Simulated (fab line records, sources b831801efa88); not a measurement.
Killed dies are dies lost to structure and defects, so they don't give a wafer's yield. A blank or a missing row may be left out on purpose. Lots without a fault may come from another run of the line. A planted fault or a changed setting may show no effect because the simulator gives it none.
A struck lot beside a sound one | flow sky130 | 14 steps out of a route of 708
Sound: wafers L813.3, L813.4, L813.5. Struck: wafers L818.1, L818.4. (L818.2 of the same lot was not struck and is left out.) The cause comes at the end.
At each step with rows: each side's tool, then ch and its chambers, then its first start. Under that, the readings that differ: sound wafers | struck wafers | difference of the means | sigmas: that difference in standard deviations of wafers without a fault.
alike: readings whose means differ by less than 2 such deviations, and words and numbers that are the same on both sides. not compared: withheld readings, readings that some wafer has no value for, bounds like >300 that may hide the same value, and numbers for which the record gives no deviation and whose values overlap.
The two part at a step that has a row with sigmas, a row that says differs or no value, or rows on one side only. Numbers that don't overlap but have no deviation are shown without sigmas and don't part them. A reading that every wafer of one side lacks parts them only if that side has two wafers or more.

SKY_NWELL_OVL_MEAS_23:
  sound on overlay-01, day 6 07:58; struck on overlay-02, day 7 10:54
  alike: NWELL_01_OVL
then, 1 step without rows for these wafers: SKY_NWELL_IMPLANT_24.
SKY_NWELL_STRIP_25: strips in O2/N2.
  sound on plasma_asher-02 ch 0,1, day 6 08:10; struck on plasma_asher-02 ch 1, day 7 11:05
  alike: drypump_motor_current_A, oes_product_au, strip_time_to_endpoint_s
  not compared: rf_hours_counter_h
SKY_NWELL_TW_MEAS_26:
  sound on film_metro-04, day 6 08:15; struck on film_metro-04, day 7 11:11
  alike: NWELL_2_TW
then, 1 step without rows for these wafers: SKY_NWELL_CLEAN_27 (cleans in SC1/SC2, time 150 s).
SKY_NWELL_RTA_28: time 30 s.
  sound on rtp_anneal-01 ch 0, day 6 08:23; struck on rtp_anneal-02 ch 0, day 7 11:17
  alike: lamp_power_pct, wafer_temp_C_max
SKY_NWELL_RS_MEAS_29: measures by four-point-probe.
  sound on film_metro-01, day 6 08:29; struck on film_metro-03, day 7 11:23
  alike: NWELL_RS
SKY_NWELL_RS_MEAS_31: measures by four-point-probe.
  sound on film_metro-01, day 6 08:43; struck on film_metro-03, day 7 11:38
  alike: PWDE_RS
then, 3 steps without rows for these wafers: SKY_VT_ADJUST_HVTP_DEHYDRATE_00 (time 60 s); SKY_VT_ADJUST_HVTP_HMDS_01 (prime time 60 s); SKY_VT_ADJUST_HVTP_COAT_02 (resist thk 1140 nm).
SKY_VT_ADJUST_HVTP_SOFTBAKE_03: time 60 s.
  sound on litho_track-03 ch 0, day 6 18:27; struck on litho_track-03 ch 0, day 7 21:54
  reading                  | sound             | struck      | difference | sigmas
  heater_power_total_W (W) | 56.63 56.59 56.60 | 57.33 57.23 | +0.67      | +15
  run_length_s (s)         | 88.8 88.8 88.7    | 86.6 86.5   | -2.2       | -6
  alike: exhaust_pa, resist_line_temp_C
then, 1 step without rows for these wafers: SKY_VT_ADJUST_HVTP_EXPOSE_04 (exposes mask HVTPM, target cd 380 nm).
-- the record jumps here: 40 days lie between the struck wafers' starts before and after (it left off in module VT_ADJUST_HVTP and takes up again in module PAD_OPEN, whose first step shown is number 708 of the route) --
SKY_PAD_OPEN_PROBE_99:
  sound on prober-01, day 47 01:00; struck on prober-01, day 48 06:04
  alike: killed_at_M0_to_M3, killed_at_M4_up, killed_at_contacts, killed_at_front_end, killed_at_other, killed_dies, killed_open, killed_short

WHERE THEY PART
Only at SKY_VT_ADJUST_HVTP_SOFTBAKE_03, within this record. Later steps at which nothing parts them and some readings are alike: SKY_PAD_OPEN_PROBE_99.

WHY: what the simulator had put in
Process parameter drift: litho_track-03, from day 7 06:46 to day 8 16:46, at SKY_VT_ADJUST_HVTP_SOFTBAKE_03. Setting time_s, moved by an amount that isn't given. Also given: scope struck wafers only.
